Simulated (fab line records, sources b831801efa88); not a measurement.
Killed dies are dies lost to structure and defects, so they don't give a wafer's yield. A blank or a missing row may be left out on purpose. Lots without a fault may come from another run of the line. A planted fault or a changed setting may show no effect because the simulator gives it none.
Which tool did it? | flow sky130 | 7 lots, 21 wafers sampled, at 1 step of a route of 708

WHAT THE GAUGES READ, wafer by wafer
SKY_LDD_HVP_OVL_MEAS_07.
lot  | measured     | on         | LDD_HVP_OVL (nm)
L654 | day 22 05:35 | overlay-01 | 0.0 -2.8 -1.0
L656 | day 23 04:12 | overlay-01 | -1.1 -1.0 0.1
L659 | day 25 00:38 | overlay-01 | -2.5 -3.2 -2.1
L661 | day 25 12:51 | overlay-01 | -3.4 -5.5 -4.0
L668 | day 28 07:05 | overlay-02 | -3.2 -1.3 -2.4
L672 | day 28 19:17 | overlay-01 | -1.0 -0.4 0.1
L675 | day 29 15:05 | overlay-01 | -3.2 -2.2 -1.6

WHICH TOOL RAN EACH LOT (tool, then ch and the chambers of the sampled wafers, then the start)
The record holds no process step before these readings.

THE ANSWER, worked out from the rows above alone
Rule: what is usual is taken from the lots themselves. Put in order of their means at a reading, lots are off if they are a third of the lots or fewer, leave a main group of 4 or more, and stand apart from it by a gap of 3 or more times the standard deviation of the main group's means; of several such gaps the widest counts. A main group whose means are all the same, to the digits that the tables above print for the reading, isn't used. A lot without any number at a reading at which 4 lots or more have one is off too. The other lots that the step has rows for count as sound.
No lot is off at any reading shown: from this, nothing can be told.

WHAT THE SIMULATOR HAD PUT IN
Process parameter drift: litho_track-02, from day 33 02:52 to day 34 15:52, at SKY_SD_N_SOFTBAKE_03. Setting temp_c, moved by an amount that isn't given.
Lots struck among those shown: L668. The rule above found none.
